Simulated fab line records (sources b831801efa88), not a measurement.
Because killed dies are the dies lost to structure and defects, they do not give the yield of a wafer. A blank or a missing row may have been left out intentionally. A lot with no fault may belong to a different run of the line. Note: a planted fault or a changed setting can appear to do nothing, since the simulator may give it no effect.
What tool caused it?	flow sky130	10 lots with 30 wafers sampled at 5 steps, on a route of 708 steps

== WHAT THE GAUGES SHOWED, per wafer ==
SKY_POLY_GATE_THK_MEAS_04. Usual: POLY_GATE_CVD_03_THK typically reads 75.2 nm, with standard deviation 0.55.
lot	measured	on	POLY_GATE_CVD_03_THK (nm)	flag
L929	day 15 10:22	filmMetro-02	75.5 76.4 75.8	
L930	day 16 00:55	filmMetro-02	75.3 75.6 75.1	
L933	day 16 23:23	filmMetro-04	46.7 46.2 46.3	OFF
L943	day 20 14:47	filmMetro-04	74.9 74.9 75.9	
L944	day 21 03:02	filmMetro-04	75.1 74.7 75.5	
L945	day 21 07:20	filmMetro-02	74.0 75.6 74.3	
L948	day 22 12:33	filmMetro-01	75.0 74.8 75.2	
L949	day 22 18:38	filmMetro-04	75.8 76.0 75.1	
L950	day 23 03:19	filmMetro-02	73.3 74.3 74.6	
L951	day 23 06:30	filmMetro-01	74.7 75.3 74.6	

SKY_LI_CONTACT_CD_MEAS_12: target cd 170 nm. Usual: 170.1 nm for cdNm, sd 1.4.
lot	measured	on	cdNm (nm)	flag
L929	day 29 05:20	cdSem-02	168.3 168.6 168.7	
L930	day 29 22:22	cdSem-02	170.0 170.8 168.7	
L933	day 30 18:06	cdSem-01	168.2 167.5 168.4	
L943	day 33 22:27	cdSem-01	169.9 170.4 169.4	
L944	day 34 08:56	cdSem-02	168.8 169.2 168.2	
L945	day 34 13:23	cdSem-01	171.9 171.2 171.0	
L948	day 35 13:30	cdSem-02	170.5 172.0 172.4	
L949	day 35 18:55	cdSem-01	170.7 170.2 170.3	
L950	day 36 03:52	cdSem-01	169.7 169.8 168.9	
L951	day 36 05:36	cdSem-02	171.9 171.2 169.2	

== WHAT TOOL EACH LOT RAN ON (gives the tool, then ch and the chambers of the sampled wafers, and finally the start) ==
lot	SKY_POLY_GATE_CVD_03	SKY_POLY_GATE_ETCH_16	SKY_POLY_CUT_ETCH_11
L929	lpcvd-02 ch 0, day 15 09:00	rieDiel-03 ch 0,1,2, day 16 14:47	rieDiel-04 ch 1,2, day 24 07:58
L930	lpcvd-02 ch 0, day 15 23:33	rieDiel-02 ch 2,3, day 17 06:14	rieDiel-02 ch 0,3, day 25 04:05
L933	lpcvd-02 ch 1, day 16 22:01	rieDiel-02 ch 0,1,2, day 18 04:08	rieDiel-04 ch 1,2, day 26 00:08
L943	lpcvd-02 ch 1, day 20 13:25	rieDiel-04 ch 0,1,3, day 21 21:53	rieDiel-02 ch 1,2,3, day 29 08:33
L944	lpcvd-02 ch 0, day 21 01:40	rieDiel-02 ch 1,2,3, day 22 10:05	rieDiel-02 ch 2,3, day 29 19:49
L945	lpcvd-02 ch 0, day 21 05:58	rieDiel-03 ch 0,2,3, day 22 13:59	rieDiel-01 ch 0,1,3, day 30 01:11
L948	lpcvd-02 ch 0, day 22 11:11	rieDiel-04 ch 0,2,3, day 23 18:03	rieDiel-02 ch 0,2,3, day 31 02:00
L949	lpcvd-02 ch 1, day 22 17:16	rieDiel-02 ch 0,1,3, day 24 00:53	rieDiel-01 ch 0,2, day 31 07:19
L950	lpcvd-02 ch 1, day 23 01:57	rieDiel-03 ch 0,1,3, day 24 08:48	rieDiel-04 ch 0,2,3, day 31 17:08
L951	lpcvd-02 ch 1, day 23 05:08	rieDiel-03 ch 0,1,3, day 24 12:53	rieDiel-04 ch 0,1,3, day 31 19:42
- SKY_POLY_GATE_CVD_03: deposits Si3N4 from DCS/NH3, target thk 75 nm, time 1290 s.
- SKY_POLY_GATE_ETCH_16: etches Si3N4 in CH3F/O2, stops on poly-Si, time 147.5 s, target depth 75 nm.
- SKY_POLY_CUT_ETCH_11: etches Si3N4 in CF4/CH2F2/Ar, stops on poly-Si, time 42.5 s, target depth 60 nm.

== WHAT THE TOOLS THEMSELVES READ (means of the sampled wafers that have a number; where no wafer has one, the mark that the record gives instead) ==
SKY_POLY_GATE_CVD_03. Usual: 12.4 % for zonePowerCentrePct, sd 0.79.
lot	tool	zonePowerCentrePct (%)	flag
L929	lpcvd-02	11.8	
L930	lpcvd-02	11.8	
L933	lpcvd-02	13.4	
L943	lpcvd-02	13.4	
L944	lpcvd-02	11.7	
L945	lpcvd-02	11.7	
L948	lpcvd-02	11.8	
L949	lpcvd-02	13.4	
L950	lpcvd-02	13.4	
L951	lpcvd-02	13.3	

SKY_POLY_GATE_ETCH_16. Usual: drypumpMotorCurrentA 5.7 A, standard deviation 0.38; oesProductAu 0.641 a.u., standard deviation 0.005; throttleValvePct 10.535 %, standard deviation 0.0093.
lot	tool	drypumpMotorCurrentA (A)	oesProductAu (a.u.)	throttleValvePct (%)	flag
L929	rieDiel-03	5.7	0.644	10.538	
L930	rieDiel-02	5.8	0.641	10.539	
L933	rieDiel-02	5.9	0.538	10.522	OFF
L943	rieDiel-04	5.4	0.642	10.539	
L944	rieDiel-02	5.9	0.641	10.529	
L945	rieDiel-03	5.7	0.640	10.534	
L948	rieDiel-04	5.6	0.644	10.533	
L949	rieDiel-02	5.7	0.642	10.537	
L950	rieDiel-03	5.6	0.638	10.537	
L951	rieDiel-03	5.6	0.640	10.535	

SKY_POLY_CUT_ETCH_11. Usual: drypumpMotorCurrentA 5.5 A, standard deviation 0.47; oesProductAu 0.831 a.u., standard deviation 0.0055; throttleValvePct 14.995 %, standard deviation 0.0093.
lot	tool	drypumpMotorCurrentA (A)	oesProductAu (a.u.)	throttleValvePct (%)	flag
L929	rieDiel-04	5.0	0.835	14.991	
L930	rieDiel-02	5.5	0.832	14.984	
L933	rieDiel-04	5.2	0.652	14.983	OFF
L943	rieDiel-02	5.9	0.829	15.005	
L944	rieDiel-02	5.8	0.827	14.996	
L945	rieDiel-01	5.5	0.833	14.998	
L948	rieDiel-02	5.8	0.825	14.993	
L949	rieDiel-01	5.4	0.836	15.004	
L950	rieDiel-04	5.6	0.822	14.982	
L951	rieDiel-04	5.4	0.830	14.994	

== THE ANSWER, worked out from the rows above alone ==
Rule: a lot is off if the mean of its wafers that have a number lies more than 3 standard deviations from the usual mean. Also off: a lot with no number at a reading for which 4 or more lots have one. All remaining lots with rows at the step are treated as sound. Order of review: gauges by route order, followed by the tools' own readings, for which a lot's mean as printed above is used. At the first step where some lot is off, the reading lying furthest off is the one used; lots without a number count as furthest.
Off: at SKY_POLY_GATE_THK_MEAS_04 (POLY_GATE_CVD_03_THK), L933.
A tool fits if, at a process step before that reading, it ran every lot that is off, and no sound lot after the first of them. Not tried: the gauges at SKY_POLY_GATE_THK_MEAS_04; whatever is off there is also off at SKY_POLY_GATE_ETCH_16, on other tools, and gauge error can't account for it. Not one of the candidates tried fits.

== WHAT WAS PUT IN BY THE SIMULATOR ==
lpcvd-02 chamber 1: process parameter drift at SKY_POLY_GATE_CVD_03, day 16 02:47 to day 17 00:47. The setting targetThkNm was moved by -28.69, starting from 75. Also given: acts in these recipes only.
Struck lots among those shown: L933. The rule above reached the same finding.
